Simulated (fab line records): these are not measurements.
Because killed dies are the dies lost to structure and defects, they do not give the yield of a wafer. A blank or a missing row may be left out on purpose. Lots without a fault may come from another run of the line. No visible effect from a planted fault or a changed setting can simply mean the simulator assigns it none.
A lot that was struck, set against a sound lot -- flow sky130 -- 34 out of 708 route steps
Sound: the wafers L851.1, L851.2, L851.3. Struck: wafers L862.2, L862.3, L862.6. Last of all comes the cause.
Per side, at each step with rows, come the tool, then ch with its chambers, and then its first start. Under that, the readings that differ: sound wafers -- struck wafers -- difference of the means -- sigmas: that difference in standard deviations of wafers without a fault.
alike: readings with means less than 2 such deviations apart, plus words and numbers identical on both sides. not compared: withheld readings, readings lacking a value on some wafer, bounds such as >300 that could conceal the same value, and numbers that have no deviation in the record and whose values overlap.
The two part at a step that has a row with sigmas, a row that says differs or no value, or rows on one side only. Numbers that have no deviation but don't overlap get no sigmas and don't part them. Lack of a reading on every wafer of one side parts them only where that side has two or more wafers.

first, 7 steps without rows for these wafers: SKY_SONOS_TUNNEL_DEVELOP_06 (develop time 60 s); SKY_SONOS_TUNNEL_IMPLANT_09; SKY_SONOS_TUNNEL_WET_ETCH_10 (etches SiO2 in dHF, target depth 14 nm, time 280 s); SKY_SONOS_TUNNEL_STRIP_11 (strips in SPM, time 600 s); SKY_SONOS_TUNNEL_CLEAN_13 (cleans in dHF, time 20 s); SKY_SONOS_ONO_OXIDATION_00 (stabilise 600 s, purge 300 s, target thk 2.6 nm); SKY_SONOS_ONO_CVD_02 (deposits Si3N4 from DCS/NH3, target thk 10.5 nm, time 180 s).
SKY_SONOS_ONO_CVD_04: deposits SiO2 from SiH4/N2O, target thk 5.7199 nm.
  sound on lpcvd-03 ch 1, day 12 07:50; struck on lpcvd-03 ch 0, day 16 02:55
reading,sound,struck,difference,sigmas
zonePowerLowerPct (%),19.9 20.0 20.5,17.9 17.8 17.6,-2.4,-2
model.SiO2_of_SONOS_ONO_CVD_04.thkNm (nm),5.747 5.781 5.718,6.094 6.082 6.072,+0.334,
  alike: zonePowerUpperPct
SKY_SONOS_ONO_THK_MEAS_05:
  sound: filmMetro-03 at day 12 09:05; struck: filmMetro-03 at day 16 04:10
reading,sound,struck,difference,sigmas
SONOS_ONO_CVD_04_THK (nm),5.76 5.79 5.74,6.09 6.08 6.11,+0.33,+3
then, 23 steps without rows for these wafers: SKY_SONOS_ONO_DEHYDRATE_06 (time 60 s); SKY_SONOS_ONO_HMDS_07 (prime time 60 s); SKY_SONOS_ONO_COAT_08 (resist thk 1140 nm); SKY_SONOS_ONO_SOFTBAKE_09 (time 60 s); SKY_SONOS_ONO_EXPOSE_10 (exposes mask ONOM, target cd 410 nm); SKY_SONOS_ONO_PEB_11; SKY_SONOS_ONO_DEVELOP_12 (develop time 60 s); SKY_SONOS_ONO_ETCH_15 (etches the open film in CHF3/O2, target depth 19.52 nm, time 7.8 s); SKY_SONOS_ONO_WET_ETCH_16 (etches SiO2 in dHF, target depth 14 nm, time 280 s); SKY_SONOS_ONO_STRIP_17 (strips in O2/N2); SKY_SONOS_ONO_WET_ETCH_18 (etches Si3N4 in H3PO4, target depth 15 nm, time 172 s); SKY_GATE_OXIDE_CLEAN_00 (cleans in SC1/SC2, time 150 s); SKY_GATE_OXIDE_OXIDATION_01 (stabilise 600 s, purge 300 s, target thk 10.268 nm); SKY_GATE_OXIDE_DEHYDRATE_03 (time 60 s); SKY_GATE_OXIDE_HMDS_04 (prime time 60 s); SKY_GATE_OXIDE_COAT_05 (resist thk 1140 nm); SKY_GATE_OXIDE_SOFTBAKE_06 (time 60 s); SKY_GATE_OXIDE_EXPOSE_07 (exposes mask LVOM, target cd 600 nm); SKY_GATE_OXIDE_PEB_08; SKY_GATE_OXIDE_DEVELOP_09 (develop time 60 s); SKY_GATE_OXIDE_IMPLANT_11; SKY_GATE_OXIDE_WET_ETCH_12 (etches SiO2 in dHF, target depth 16.8 nm, time 336 s); SKY_GATE_OXIDE_STRIP_13 (strips in O2/N2).
-- the record jumps here: 3 days lie between the struck wafers' starts before and after --
SKY_GATE_OXIDE_CLEAN_15: cleans in SC1/SC2, time 150 s.
  sound on wetBench-03 ch 2, day 14 13:55; struck on wetBench-02 ch 1, day 18 17:37
reading,sound,struck,difference,sigmas
model.SiO2_of_SONOS_ONO_CVD_04.thkNm (nm),4.223 4.259 4.191,4.582 4.576 4.565,+0.350,
  alike: tempC
-- the record jumps here: 31 days lie between the struck wafers' starts before and after (it left off in module GATE_OXIDE and takes up again in module PAD_OPEN, whose first step shown is number 708 of the route) --
SKY_PAD_OPEN_PROBE_99:
  sound: prober-02 at day 46 10:34; struck: prober-01 at day 49 07:55
reading,sound,struck,difference,sigmas
model.etest.capOno.gateLog10ACm2,-8.131 -8.152 -8.004,-8.323 -8.494 -8.277,-0.269,
model.etest.capOno.toxAccNm (nm),13.02 13.06 12.92,13.29 13.35 13.18,+0.27,
model.etest.sonosProgrammed.vtV (V),1.466 1.373 1.494,1.232 1.268 1.298,-0.178,
model.etest.sonosErased.vtV (V),-2.198 -2.211 -2.256,-2.131 -2.103 -2.188,+0.081,
model.etest.sonosBaked.vtV (V),1.014 0.8816 0.9746,0.8284 0.811 0.8325,-0.1328,
  alike: killed_at_M0_to_M3, killed_at_M4_up, killedAtContacts, killedAtFrontEnd, killedAtOther, killedDies, killedOpen, killedShort

== WHERE THEY PART ==
At SKY_SONOS_ONO_CVD_04 first; at SKY_SONOS_ONO_THK_MEAS_05 last (within this record only). Later steps at which nothing parts them and some readings are alike: SKY_GATE_OXIDE_CLEAN_15, SKY_PAD_OPEN_PROBE_99.

WHY: what had been put in by the simulator
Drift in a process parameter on lpcvd-03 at SKY_SONOS_ONO_CVD_04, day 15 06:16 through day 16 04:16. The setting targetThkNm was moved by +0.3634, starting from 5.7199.
